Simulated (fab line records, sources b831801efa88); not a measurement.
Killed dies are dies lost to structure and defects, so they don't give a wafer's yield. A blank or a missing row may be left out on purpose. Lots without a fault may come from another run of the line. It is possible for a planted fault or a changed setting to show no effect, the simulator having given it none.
The same fault as seen by 2 desks + flow gf180mcu + only its own numbers are on each desk; what lay behind them is given at the end

== AT THE METROLOGY DESK ==
What the gauges read for every lot (on any tool): the sampled wafers with a number, averaged. If a lot's mean is further than 4 standard deviations from the usual mean, the lot is out of limits and carries the mark OUT (the distance appears in the brackets).
Columns: A = LVPWELL_TW at GF_LVPWELL_TW_MEAS_11, usual 559.9
| lot  | first seen here | A     |
|------|-----------------|-------|
| L579 | day 3 23:32     | 557.6 |
| L581 | day 4 09:41     | 556.6 |
| L583 | day 4 19:59     | 564.3 |
| L587 | day 5 18:44     | 562.5 |
| L588 | day 5 23:08     | 561.0 |
| L589 | day 6 03:17     | 562.4 |
| L590 | day 6 11:12     | 560.7 |
| L592 | day 6 21:34     | 561.6 |
| L598 | day 8 07:24     | 557.8 |
| L599 | day 8 12:45     | 558.2 |
| L600 | day 8 19:08     | 560.0 |
| L601 | day 8 23:56     | 556.4 |
| L602 | day 9 09:43     | 556.6 |
This desk found nothing out of limits on any of the 13 lots.

== FOR THE TOOL OWNER'S DESK: rie_si-02 ==
The tool's own readings at GF_POLY_GATE_ETCH_13 (etches poly-Si in HBr/Cl2, stops on SiO2, target depth 198.5 nm, time 69.6 s): means of the sampled wafers that have a number, for each lot that ran on this tool. If a lot's mean is further than 4 standard deviations from the usual mean, the lot is out of limits and carries the mark OUT (the distance appears in the brackets).
Columns: A = HBr_flow_sccm at GF_POLY_GATE_ETCH_13, usual 150.0 sccm; B = drypump_motor_current_A at GF_POLY_GATE_ETCH_13, usual 5.7 A; C = oes_product_au at GF_POLY_GATE_ETCH_13, usual 0.991 a.u.; D = run_length_s at GF_POLY_GATE_ETCH_13, usual 97.9 s; E = throttle_valve_pct at GF_POLY_GATE_ETCH_13, usual 33.684 %
| lot  | first seen here | A     | B   | C     | D               | E      |
|------|-----------------|-------|-----|-------|-----------------|--------|
| L579 | day 9 10:09     | 150.2 | 5.4 | 0.997 | 98.1            | 33.693 |
| L583 | day 10 09:28    | 150.4 | 5.8 | 0.980 | 98.1            | 33.689 |
| L587 | day 11 14:16    | 150.5 | 5.7 | 0.999 | 93.3 (-12) OUT  | 33.683 |
| L590 | day 12 09:06    | 150.0 | 6.2 | 0.996 | 95.7 (-5.4) OUT | 33.676 |
| L601 | day 15 17:17    | 150.2 | 5.4 | 0.997 | 97.8            | 33.677 |
| L602 | day 16 07:56    | 149.8 | 5.8 | 0.991 | 97.6            | 33.691 |
Finding of this desk: L587, L590 out of limits; the first was L587 at day 11 14:16, on run_length_s at GF_POLY_GATE_ETCH_13. L579, L583, L601, L602 stayed within limits.

== PUT TOGETHER ==
The tool owner's desk had the chance to raise an alarm at day 11 14:16 on L587, L590.
Metrology desk: nothing out of limits seen.
The metrology desk holds a record of L587, L590, inside its limits.
All the named lots went through GF_POLY_GATE_ETCH_13 on rie_si-02.

== WHAT THE SIMULATOR HAD INSERTED ==
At GF_POLY_GATE_ETCH_13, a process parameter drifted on rie_si-02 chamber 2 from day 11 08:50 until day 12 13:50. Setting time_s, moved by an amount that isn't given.
Struck lots among those shown: L587, L590.
Time in hours from fault onset to the first out-of-limits reading at each desk: the tool owner's desk, 5.
